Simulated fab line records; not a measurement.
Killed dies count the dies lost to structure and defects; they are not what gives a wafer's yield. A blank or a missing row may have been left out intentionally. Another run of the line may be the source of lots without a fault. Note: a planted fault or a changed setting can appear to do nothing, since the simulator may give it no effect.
The tool behind it: which one?    flow sky130    Sampling: 11 lots, 33 wafers, 3 of 708 route steps

== WHAT THE GAUGES SHOWED, per wafer ==
SKY_VIA2_RS_MEAS_22: the measuring method here is four-point-probe.
lot   measured      on             VIA2_W_RS (ohm/sq)
L476  day 35 22:51  film metro-03  0.2703 0.2730 0.2752
L477  day 36 08:31  film metro-03  0.2767 0.2739 0.2791
L478  day 37 15:56  film metro-03  0.2758 0.2794 0.2771
L480  day 37 17:38  film metro-02  0.2736 0.2743 0.2736
L479  day 37 19:23  film metro-03  0.2808 0.2764 0.2771
L487  day 39 19:10  film metro-03  0.2765 0.3862 0.2760
L490  day 40 17:31  film metro-02  0.2750 0.2728 0.2727
L491  day 41 00:04  film metro-02  0.3792 0.3722 0.2717
L492  day 41 06:59  film metro-03  0.2739 0.2720 0.2722
L495  day 42 09:13  film metro-03  0.2816 0.2806 0.2799
L499  day 44 00:20  film metro-03  0.2808 0.2773 0.2782

== TOOL THAT RAN EACH LOT (tool first, then ch and the chambers of the sampled wafers, then the start) ==
lot   SKY_METAL2_SPUTTER_04         SKY_VIA2_CVD_21
L476  pvd sputter-03, day 33 15:52  cvd w-01 ch 0,1, day 35 22:44
L477  pvd sputter-04, day 34 01:01  cvd w-01 ch 0,1, day 36 08:22
L478  pvd sputter-01, day 35 09:09  cvd w-01 ch 0,1, day 37 15:49
L480  pvd sputter-03, day 35 10:37  cvd w-01 ch 0,1, day 37 17:29
L479  pvd sputter-01, day 35 12:30  cvd w-02 ch 0,1, day 37 19:16
L487  pvd sputter-01, day 37 12:58  cvd w-01 ch 0,1, day 39 19:02
L490  pvd sputter-03, day 38 13:22  cvd w-02 ch 0, day 40 17:22
L491  pvd sputter-01, day 38 20:20  cvd w-01 ch 0,1, day 40 23:55
L492  pvd sputter-03, day 39 03:07  cvd w-02 ch 0,1, day 41 06:50
L495  pvd sputter-01, day 40 05:49  cvd w-02 ch 0,1, day 42 09:05
L499  pvd sputter-01, day 42 00:01  cvd w-02 ch 0,1, day 44 00:11
- SKY_METAL2_SPUTTER_04: material TiN, target thk 70 nm, time 58.3 s.
- SKY_VIA2_CVD_21: deposits W, target thk 420 nm, time 126.4 s.

== THE ANSWER, worked out from the rows above alone ==
Rule: usual is defined by the lots themselves. Put in order of their means at a reading, lots are off if they are a third of the lots or fewer, leave a main group of 4 or more, and stand apart from it by a gap of 3 or more times the standard deviation of the main group's means; of several such gaps the widest counts. A main group whose means are all the same, to the digits that the tables above print for the reading, isn't used. A lot without any number at a reading at which 4 lots or more have one is off too. All remaining lots with rows at the step are treated as sound.
Off: L487, L491, at SKY_VIA2_RS_MEAS_22 (VIA2_W_RS). Main group: mean 0.2760 ohm/sq, sd 0.0028.
A tool fits if, at a process step before that reading, it ran every lot that is off, and no sound lot after the first of them. Those tools and the gauges at SKY_VIA2_RS_MEAS_22 are tried in the same way. One fits: SKY_VIA2_CVD_21 on cvd w-01. A fault onset in the window from L480 (day 37 17:29, its last sound lot) to L487 (day 39 19:02, its first lot off) fits.

== WHAT THE SIMULATOR HAD INSERTED ==
cvd w-01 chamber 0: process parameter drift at SKY_VIA2_CVD_21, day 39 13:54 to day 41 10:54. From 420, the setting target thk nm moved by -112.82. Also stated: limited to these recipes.
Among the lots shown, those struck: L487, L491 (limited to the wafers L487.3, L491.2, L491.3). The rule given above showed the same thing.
